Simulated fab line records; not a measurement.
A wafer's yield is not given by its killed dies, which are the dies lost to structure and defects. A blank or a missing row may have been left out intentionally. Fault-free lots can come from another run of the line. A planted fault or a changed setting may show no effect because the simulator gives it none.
Which tool was responsible? | flow sky130 | Sampling: 6 lots, 18 wafers, 2 of 708 route steps

== WHAT THE GAUGES READ, wafer by wafer ==
SKY_NWELL_THK_MEAS_02.
lot  | measured    | on           | NWELL_OXIDATION_THK (nm)
L724 | day 3 15:37 | filmMetro-01 | 9.74 10.01 10.04
L728 | day 4 06:02 | filmMetro-04 | 9.95 10.10 9.97
L737 | day 6 08:53 | filmMetro-01 | 10.04 10.08 9.93
L739 | day 6 19:04 | filmMetro-04 | 10.13 9.97 10.05
L741 | day 7 06:19 | filmMetro-02 | 9.93 10.03 10.12
L743 | day 7 13:04 | filmMetro-01 | 10.17 10.15 10.11

== EACH LOT AND THE TOOL THAT RAN IT (in order: tool; ch and the chambers of the sampled wafers; start) ==
lot  | SKY_FIELD_ISO_ETCH_17
L724 | rieSi-01 ch 0,1,3, day 3 03:37
L728 | rieSi-02 ch 0,2,3, day 3 23:40
L737 | rieSi-02 ch 0,2,3, day 6 02:07
L739 | rieSi-02 ch 0,1, day 6 10:04
L741 | rieSi-01 ch 0,3, day 6 18:32
L743 | rieSi-01 ch 0,3, day 7 05:05
- SKY_FIELD_ISO_ETCH_17: etches Si in HBr/Cl2/O2, target depth 342 nm, time 97.7 s.

== THE ANSWER, worked out from the rows above alone ==
Rule: usual is defined by the lots themselves. Put in order of their means at a reading, lots are off if they are a third of the lots or fewer, leave a main group of 4 or more, and stand apart from it by a gap of 3 or more times the standard deviation of the main group's means; of several such gaps the widest counts. The tables above print the reading to a certain number of digits; a main group whose means all agree to those digits is not used. A lot without any number at a reading at which 4 lots or more have one is off too. Where the step has rows for the other lots, those lots are counted as sound.
Nothing can be told from this: no lot is off at any reading shown.

== WHAT THE SIMULATOR PUT IN ==
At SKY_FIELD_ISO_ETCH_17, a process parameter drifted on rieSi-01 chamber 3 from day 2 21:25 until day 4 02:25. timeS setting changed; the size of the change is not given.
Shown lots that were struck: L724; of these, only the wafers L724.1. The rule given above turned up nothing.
